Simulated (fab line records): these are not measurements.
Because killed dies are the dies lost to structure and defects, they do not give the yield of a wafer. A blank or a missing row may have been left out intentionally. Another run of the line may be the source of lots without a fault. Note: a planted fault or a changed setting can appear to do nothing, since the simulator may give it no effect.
fab line records	flow sky130
record lots=11	wafers=33	last-day=50
route steps=708 shown VIA4@650 PASSIVATION@683 PAD_OPEN@701
lots with no fault: from the same line, run without faults
start-h: start of the lot's first displayed wafer, in hours after the record's first day	wait-h: hours since the lot's step before	" unchanged from the row above	L1.1+2: one row covering several wafers at once	- value missing, or start not given	* or withheld: withheld	< > ~ a bound
route shown NAME@n: names a module that has steps shown in the file, with the first one's number in the route	usual: the fault-free wafers' mean and standard deviation	same: alike in all rows	chamber/n: place in a boat	sites: each site's reading	_std_site: how widely they spread, as a standard deviation	_edge_site: the outer-site mean with the inner-site mean subtracted	radius-mm: how far each site lies from the wafer's centre	mask NAME#n: copy n	behind: the tool/chamber that last shaped the wafer	hold: what put the lot on hold/how long, in hours/how the hold closed	device: names the non-switching transistor (n, p or np)	end of line: the route-end tests of the same wafers	a step without rows: its recipe alone	killed: not the wafer's yield, but the dies lost to structure and defects at the first sort	map: shows each die of a wafer: x if killed, . if not, _ if none is there
set.NAME: the setting that was run; set.NAME@STEP: the one run at that earlier step	model.NAME: the simulator's own value behind a step, which no gauge read
one table for each step of the route and one row for each wafer, over a sample of lots
services: when a tool's chamber went out of use (start-h, in hours from the record's first day, below 0 if earlier), for how many hours, and the reason
## steps
# step SKY_VIA4_OVL_MEAS_11
# usual VIA4_OVL=-0.8/1.6
lot.wafer	tool	chamber	start-h	wait-h	VIA4_OVL[nm]
L411.1	overlay-02	-	1011.80	0.1	0.0
L411.2	"	-	"	"	0.6
L411.3	"	-	"	"	-0.1
L412.3	overlay-01	-	1020.97	0.1	-0.6
L412.5	"	-	"	"	-0.9
L412.6	"	-	"	"	-0.6
L413.2	overlay-02	-	1024.21	0.1	1.5
L413.4	"	-	"	"	-0.3
L413.5	"	-	"	"	1.9
L417.1	overlay-01	-	1054.66	0.1	-1.0
L417.2	"	-	"	"	-2.5
L417.3	"	-	"	"	-1.2
L415.1	overlay-01	-	1056.04	0.1	-0.7
L415.4	"	-	"	"	-0.6
L415.6	"	-	"	"	-1.3
L418.1	overlay-01	-	1058.56	0.1	0.4
L418.3	"	-	"	"	-1.5
L418.4	"	-	"	"	-1.4
L420.1	overlay-02	-	1075.84	0.1	-2.0
L420.4	"	-	"	"	-0.1
L420.6	"	-	"	"	-0.3
L426.1	overlay-02	-	1110.95	0.1	-1.5
L426.5	"	-	"	"	-0.4
L426.6	"	-	"	"	-0.2
L431.1	overlay-02	-	1139.06	0.1	-1.6
L431.2	"	-	"	"	-3.9
L431.6	"	-	"	"	-0.9
L433.1	overlay-01	-	1144.90	0.1	-2.5
L433.3	"	-	"	"	-0.4
L433.4	"	-	"	"	-1.2
L432.1	overlay-01	-	1148.95	0.1	-3.5
L432.2	"	-	"	"	-1.3
L432.4	"	-	"	"	-0.5
# step SKY_VIA4_RS_MEAS_19
# recipe thk-meas-gauge=four-point-probe	reads=W_of_VIA4_CVD_18+TiN_of_VIA4_SPUTTER_17
# usual VIA4_W_RS=0.2258/0.003
lot.wafer	tool	chamber	start-h	wait-h	VIA4_W_RS[ohm/sq]
L411.1	film-metro-04	-	1012.72	0.1	0.2271
L411.2	"	-	"	"	0.2237
L411.3	"	-	"	"	0.2226
L412.3	film-metro-02	-	1021.98	0.1	0.2292
L412.5	"	-	"	"	0.2252
L412.6	"	-	"	"	0.2268
L413.2	film-metro-01	-	1025.16	0.1	0.2282
L413.4	"	-	"	"	0.2270
L413.5	"	-	"	"	0.2252
L417.1	film-metro-02	-	1056.01	0.1	0.2272
L417.2	"	-	"	"	0.2271
L417.3	"	-	"	"	0.2301
L415.1	film-metro-01	-	1057.37	0.1	0.2262
L415.4	"	-	"	"	0.2277
L415.6	"	-	"	"	0.2233
L418.1	film-metro-01	-	1059.50	0.1	0.2275
L418.3	"	-	"	"	0.2271
L418.4	"	-	"	"	0.2283
L420.1	film-metro-04	-	1076.80	0.1	0.2283
L420.4	"	-	"	"	0.2287
L420.6	"	-	"	"	0.2282
L426.1	film-metro-01	-	1111.87	0.1	0.2210
L426.5	"	-	"	"	0.2216
L426.6	"	-	"	"	0.2266
L431.1	film-metro-04	-	1140.16	0.1	0.2287
L431.2	"	-	"	"	0.2220
L431.6	"	-	"	"	0.2252
L433.1	film-metro-02	-	1145.81	0.1	0.2219
L433.3	"	-	"	"	0.2240
L433.4	"	-	"	"	0.2263
L432.1	film-metro-04	-	1149.87	0.1	0.2273
L432.2	"	-	"	"	0.2302
L432.4	"	-	"	"	0.2251
# step SKY_PASSIVATION_CVD_02
# recipe material=Si3N4	target-thk-nm=540	temp-c=400	time-s=withheld	rf-w=450
# usual heater-power-w=714/79
lot.wafer	tool	chamber	start-h	wait-h	heater-power-w
L411.1	pecvd-04	0	1037.19	0.1	867
L411.2	"	1	"	"	819
L411.3	"	2	"	"	675
L412.3	pecvd-03	0	1046.65	0.0	556
L412.5	"	0	"	"	599
L412.6	"	2	"	"	631
L413.2	pecvd-01	0	1049.31	0.0	779
L413.4	"	2	"	"	737
L413.5	"	0	"	"	849
L417.1	pecvd-03	0	1078.75	0.1	576
L417.2	"	1	"	"	671
L417.3	"	2	"	"	733
L415.1	pecvd-03	1	1080.83	0.1	660
L415.4	"	0	"	"	594
L415.6	"	2	"	"	803
L418.1	pecvd-03	1	1082.29	0.1	564
L418.3	"	2	"	"	791
L418.4	"	1	"	"	597
L420.1	pecvd-01	0	1099.62	0.1	818
L420.4	"	1	"	"	812
L420.6	"	0	"	"	670
L426.1	pecvd-01	0	1133.44	0.1	748
L426.5	"	0	"	"	758
L426.6	"	1	"	"	807
L431.1	pecvd-03	2	1160.53	0.1	702
L431.2	"	0	"	"	695
L431.6	"	0	"	"	551
L433.1	pecvd-01	0	1165.20	0.1	764
L433.3	"	1	"	"	706
L433.4	"	0	"	"	785
L432.1	pecvd-01	1	1169.15	0.1	707
L432.2	"	2	"	"	719
L432.4	"	0	"	"	804
# step SKY_PASSIVATION_THK_MEAS_03
# recipe reads=Si3N4_of_PASSIVATION_CVD_02
# usual PASSIVATION_CVD_02_THK=542/6.6
lot.wafer	tool	chamber	start-h	wait-h	PASSIVATION_CVD_02_THK[nm]
L411.1	film-metro-04	-	1037.42	-	534
L411.2	"	-	"	"	533
L411.3	"	-	"	"	530
L412.3	film-metro-03	-	1046.89	-	541
L412.5	"	-	"	"	542
L412.6	"	-	"	"	546
L413.2	film-metro-03	-	1049.66	-	549
L413.4	"	-	"	"	553
L413.5	"	-	"	"	550
L417.1	film-metro-03	-	1078.98	-	615
L417.2	"	-	"	"	545
L417.3	"	-	"	"	618
L415.1	film-metro-03	-	1081.06	-	631
L415.4	"	-	"	"	544
L415.6	"	-	"	"	545
L418.1	film-metro-03	-	1082.52	-	629
L418.3	"	-	"	"	622
L418.4	"	-	"	"	560
L420.1	film-metro-01	-	1099.84	-	535
L420.4	"	-	"	"	546
L420.6	"	-	"	"	546
L426.1	film-metro-04	-	1133.66	-	530
L426.5	"	-	"	"	540
L426.6	"	-	"	"	547
L431.1	film-metro-03	-	1160.76	-	546
L431.2	"	-	"	"	542
L431.6	"	-	"	"	545
L433.1	film-metro-03	-	1165.42	-	534
L433.3	"	-	"	"	537
L433.4	"	-	"	"	544
L432.1	film-metro-01	-	1169.37	-	534
L432.2	"	-	"	"	538
L432.4	"	-	"	"	545
# step SKY_PAD_OPEN_ETCH_07
# recipe chemistry=CF4/O2	target-depth-nm=725	stop-on=AlCu	source-w=800	bias-w=150	pressure-mtorr=150	cf4-flow-sccm=80	O2_flow_sccm=10	time-s=161.1
# usual chamber-pressure-mTorr=150.01/0.14	drypump-motor-current-A=5.7/0.4	oes-product-au=0.979/0.0074	throttle-valve-pct=5.965/0.009
lot.wafer	tool	chamber	start-h	wait-h	chamber-pressure-mTorr	drypump-motor-current-A	oes-product-au	rf-hours-counter-h	throttle-valve-pct
L411.1	rie-diel-01	2	1080.60	-	149.94	5.4	0.976	19	5.950
L411.2	"	0	"	"	150.10	5.7	0.967	8	5.962
L411.3	"	1	"	"	149.82	5.5	0.966	5	5.949
L412.3	rie-diel-02	2	1089.61	-	150.15	6.0	0.980	15	5.958
L412.5	"	1	"	"	150.10	5.7	0.976	-	5.949
L412.6	"	2	"	"	150.23	6.1	0.982	-	5.957
L413.2	rie-diel-03	1	1092.36	-	149.98	5.8	0.987	16	5.969
L413.4	"	0	"	"	150.10	6.1	0.978	19	5.975
L413.5	"	3	"	"	150.08	5.0	0.985	-	5.980
L417.1	rie-diel-01	2	1119.90	-	150.09	5.4	0.982	20	5.970
L417.2	"	0	"	"	149.94	5.7	0.975	10	5.967
L417.3	"	3	"	"	150.19	5.5	0.979	28	5.962
L415.1	rie-diel-01	2	1121.86	-	150.12	5.4	0.992	20	5.968
L415.4	"	0	"	"	150.01	5.7	0.979	10	5.972
L415.6	"	1	"	"	149.95	5.5	0.970	-	5.974
L418.1	rie-diel-02	3	1122.56	-	149.80	5.3	0.993	25	5.971
L418.3	"	1	"	"	149.83	5.7	0.988	11	5.970
L418.4	"	0	"	"	150.11	6.3	0.986	8	5.969
L420.1	rie-diel-01	1	1139.65	-	150.41	5.5	0.984	8	5.974
L420.4	"	3	"	"	150.06	5.5	0.987	29	5.952
L420.6	"	2	"	"	149.99	5.4	0.990	-	5.941
L426.1	rie-diel-03	1	1170.30	-	150.26	5.8	0.962	19	5.954
L426.5	"	2	"	"	150.21	6.2	0.984	-	5.962
L426.6	"	3	"	"	149.98	4.9	0.990	-	5.969
L431.1	rie-diel-02	2	1195.11	-	149.88	6.1	0.971	19	5.974
L431.2	"	0	"	"	149.83	6.3	0.981	11	5.966
L431.6	"	3	"	"	150.11	5.3	0.985	-	5.959
L433.1	rie-diel-02	0	1197.66	-	149.79	6.3	0.972	11	5.971
L433.3	"	2	"	"	149.99	6.1	0.973	19	5.970
L433.4	"	3	"	"	149.87	5.2	0.977	28	5.942
L432.1	rie-diel-03	0	1201.70	-	150.11	6.1	0.972	23	5.969
L432.2	"	1	"	"	150.08	5.8	0.979	20	5.969
L432.4	"	2	"	"	149.98	6.2	0.986	20	5.977
# step SKY_PAD_OPEN_PROBE_99
# usual defect-limited-yield=82.5/1.6	killed_at_M0_to_M3=43/6.6	killed_at_M4_up=3.4/1.8	killed-at-contacts=24/5.7	killed-at-front-end=15/4.2	killed-at-other=0.3/0.58	killed-dies=86/8	killed-open=46/7.2	killed-short=39/5.8	sort_bin_3_pad_short=0.9/0.41	sort_bin_5_function=10.3/1.2	sort_bin_6_memory=6.3/1.1	sort-n-pass=406/8	sort-yield-pct=82.5/1.6
# same gross-dies=492	killed-at-back-side=0	sort_bin_4_leakage[%]=0	sort_bin_8_speed[%]=0
lot.wafer	tool	chamber	start-h	wait-h	defect-limited-yield[%]	killed_at_M0_to_M3	killed_at_M4_up	killed-at-contacts	killed-at-front-end	killed-at-other	killed-dies	killed-open	killed-short	sort_bin_3_pad_short[%]	sort_bin_5_function[%]	sort_bin_6_memory[%]	sort-n-pass	sort-yield-pct[%]
L412.3	prober-02	-	1092.10	0.2	84.8	39	3	23	10	0	75	38	36	1.2	7.9	6.1	417	84.8
L412.5	prober-02	-	1092.20	0.2	86.4	33	6	17	11	0	67	39	26	0.4	7.5	5.7	425	86.4
L412.6	prober-02	-	1092.25	0.2	80.5	42	5	32	17	0	96	52	41	1.6	11.4	6.5	396	80.5
L415.1	prober-01	-	1124.18	0.1	84.3	44	3	15	15	0	77	47	29	0.4	10.2	5.1	415	84.3
L415.4	prober-01	-	1124.33	0.2	82.3	41	2	31	13	0	87	42	44	0.4	11.2	6.1	405	82.3
L415.6	prober-01	-	1124.43	0.2	80.7	49	2	28	15	1	95	46	48	1.0	12.4	5.9	397	80.7
L420.1	prober-02	-	1142.05	0.1	81.7	39	3	27	19	2	90	55	33	0.8	11.2	6.3	402	81.7
L420.4	prober-02	-	1142.20	0.2	84.1	37	0	31	10	0	78	42	36	0.8	9.8	5.3	414	84.1
L420.6	prober-02	-	1142.30	0.2	82.1	35	3	27	22	1	88	53	35	0.8	9.1	7.9	404	82.1
L433.1	prober-01	-	1200.03	0.1	83.5	49	2	18	11	1	81	44	36	1.6	9.1	5.7	411	83.5
L433.3	prober-01	-	1200.13	0.2	86.0	24	2	33	9	1	69	39	28	0.4	7.9	5.7	423	86.0
L433.4	prober-01	-	1200.18	0.2	81.1	45	1	29	18	0	93	55	38	1.0	9.1	8.7	399	81.1
L432.1	prober-02	-	1204.03	0.1	82.1	46	2	25	15	0	88	41	46	1.2	10.6	6.1	404	82.1
L432.2	prober-02	-	1204.08	0.1	81.3	47	3	21	20	1	92	55	37	0.8	11.6	6.3	400	81.3
L432.4	prober-02	-	1204.18	0.2	85.8	40	2	11	16	1	70	39	31	0.6	8.7	4.9	422	85.8
# killed by level:class
L412.3 CONTACT:geometric-particle:open=8 VIA1:geometric-particle:open=6 VIA1:geometric-particle:short=5 LI_CONTACT:geometric-particle:short=5 LI_CONTACT:geometric-particle:open=5 VIA3:geometric-particle:open=5 METAL2:geometric-particle:short=5 VIA3:geometric-particle:short=5
L412.5 VIA2:geometric-particle:open=14 CONTACT:geometric-particle:open=9 METAL4:geometric-particle:short=6 POLY_GATE:geometric-particle:short=5 LI_CONTACT:geometric-particle:open=5 VIA3:geometric-particle:open=5 FIELD_ISO:geometric-particle:short=3 VIA3:geometric-particle:short=3
L412.6 VIA1:geometric-particle:open=14 LI_CONTACT:geometric-particle:open=11 CONTACT:geometric-particle:open=10 FIELD_ISO:geometric-particle:short=8 VIA3:geometric-particle:open=7 METAL2:geometric-particle:short=7 METAL1:geometric-particle:short=5 LI_CONTACT:geometric-particle:short=4
L415.1 VIA1:geometric-particle:open=12 CONTACT:geometric-particle:open=6 POLY_GATE:geometric-particle:short=5 METAL1:geometric-particle:short=5 VIA1:geometric-particle:short=5 VIA2:geometric-particle:open=5 VIA3:geometric-particle:open=5 POLY_GATE:geometric-particle:open=4
L415.4 CONTACT:geometric-particle:open=11 VIA1:geometric-particle:open=9 LOCAL_INTERCONNECT:geometric-particle:short=8 LI_CONTACT:geometric-particle:open=6 METAL1:geometric-particle:short=6 VIA2:geometric-particle:open=6 POLY_GATE:geometric-particle:open=5 METAL2:geometric-particle:short=5
L415.6 VIA1:geometric-particle:open=11 LI_CONTACT:geometric-particle:open=8 LOCAL_INTERCONNECT:geometric-particle:short=7 CONTACT:geometric-particle:short=6 METAL2:geometric-particle:short=6 METAL3:geometric-particle:short=5 CONTACT:geometric-particle:open=4 VIA1:geometric-particle:short=4
L420.1 VIA2:geometric-particle:open=11 LI_CONTACT:geometric-particle:open=9 VIA1:geometric-particle:open=8 VIA3:geometric-particle:open=8 CONTACT:geometric-particle:open=7 FIELD_ISO:geometric-particle:short=4 LOCAL_INTERCONNECT:geometric-particle:short=4 CONTACT:geometric-particle:short=4
L420.4 VIA1:geometric-particle:open=10 LI_CONTACT:geometric-particle:open=10 CONTACT:geometric-particle:short=8 CONTACT:geometric-particle:open=7 VIA1:geometric-particle:short=6 METAL3:geometric-particle:short=5 VIA3:geometric-particle:open=4 FIELD_ISO:geometric-particle:open=3
L420.6 CONTACT:geometric-particle:open=14 VIA1:geometric-particle:open=9 FIELD_ISO:geometric-particle:short=7 LI_CONTACT:geometric-particle:open=7 VIA3:geometric-particle:open=5 POLY_GATE:geometric-particle:open=4 CONTACT:geometric-particle:short=4 VIA2:geometric-particle:short=4
L433.1 VIA2:geometric-particle:open=8 METAL2:geometric-particle:short=8 VIA3:geometric-particle:open=8 LI_CONTACT:geometric-particle:open=7 LOCAL_INTERCONNECT:geometric-particle:short=6 METAL1:geometric-particle:short=6 VIA1:geometric-particle:open=5 FIELD_ISO:geometric-particle:open=4
L433.3 VIA1:geometric-particle:open=12 CONTACT:geometric-particle:open=10 LOCAL_INTERCONNECT:geometric-particle:short=8 LI_CONTACT:geometric-particle:open=6 VIA3:geometric-particle:open=5 CONTACT:geometric-particle:short=4 POLY_GATE:geometric-particle:short=3 LOCAL_INTERCONNECT:geometric-particle:open=3
L433.4 CONTACT:geometric-particle:open=11 VIA3:geometric-particle:open=11 VIA2:geometric-particle:open=7 METAL2:geometric-particle:open=5 LOCAL_INTERCONNECT:geometric-particle:short=5 METAL2:geometric-particle:short=5 POLY_GATE:geometric-particle:open=4 POLY_GATE:geometric-particle:short=4
L432.1 CONTACT:geometric-particle:open=9 VIA1:geometric-particle:open=9 METAL1:geometric-particle:short=7 VIA1:geometric-particle:short=6 CONTACT:geometric-particle:short=5 LI_CONTACT:geometric-particle:open=5 METAL2:geometric-particle:short=5 POLY_GATE:geometric-particle:open=4
L432.2 VIA1:geometric-particle:open=11 CONTACT:geometric-particle:open=10 VIA2:geometric-particle:open=8 VIA3:geometric-particle:open=7 POLY_GATE:geometric-particle:open=6 METAL2:geometric-particle:short=6 FIELD_ISO:geometric-particle:open=4 CONTACT:geometric-particle:short=4
L432.4 VIA1:geometric-particle:open=12 VIA2:geometric-particle:open=7 VIA3:geometric-particle:open=4 CONTACT:geometric-particle:open=4 METAL1:geometric-particle:short=4 VIA1:geometric-particle:short=4 METAL2:geometric-particle:short=4 FIELD_ISO:geometric-particle:open=3
## services
tool	chamber	start-h	hours	kind
pecvd-01	1	1014.95	8.1	repair
rie-diel-03	3	1028.97	14.7	repair
rie-diel-01	2	1033.71	3.0	repair
pecvd-01	1	1035.23	16.5	scheduled-down
rie-diel-03	0	1037.16	2.3	repair
pecvd-04	-	1057.74	1.2	repair
pecvd-04	1	1073.78	5.5	scheduled-down
pecvd-01	-	1077.39	6.0	pm
rie-diel-01	2	1082.61	12.5	repair
pecvd-04	2	1100.40	16.5	scheduled-down
pecvd-04	-	1114.09	4.2	repair
rie-diel-03	2	1120.96	8.8	repair
pecvd-01	-	1147.86	1.6	repair
pecvd-03	1	1150.72	-	calibration
pecvd-01	-	1161.04	0.5	repair
rie-diel-01	3	1168.50	4.3	repair
pecvd-04	-	1172.71	2.8	pm
pecvd-04	-	1177.60	1.9	repair
pecvd-01	0	1180.82	-	clean
pecvd-01	0	1180.82	-	consumable-replace:showerhead
pecvd-01	0	1180.82	29.0	scheduled-down
pecvd-01	0	1180.82	29.0	vent-cycle
pecvd-03	0	1200.03	2.1	scheduled-down
pecvd-01	2	1201.33	2.1	scheduled-down
## key
first-sign step=SKY_PASSIVATION_THK_MEAS_03	reading=PASSIVATION_CVD_02_THK	direction=up	sigmas=12	usual=542	struck=623
effect none on later readings
met-at SKY_PASSIVATION_CVD_02
struck-lots L415,L417,L418
struck-wafers L415.1,L417.1,L417.3,L418.1,L418.3
not-acting-at SKY_VIA4_OVL_MEAS_11,SKY_VIA4_RS_MEAS_19,SKY_PAD_OPEN_ETCH_07
onset-between 1046.65 1078.75
fault kind=process-parameter-drift	tool=pecvd-03	chamber=-	onset-h=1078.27	steps=SKY_PASSIVATION_CVD_02	channel=time-s	offset=withheld	shape=step	end-h=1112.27	scope=struck-wafers-only	acts-in=*
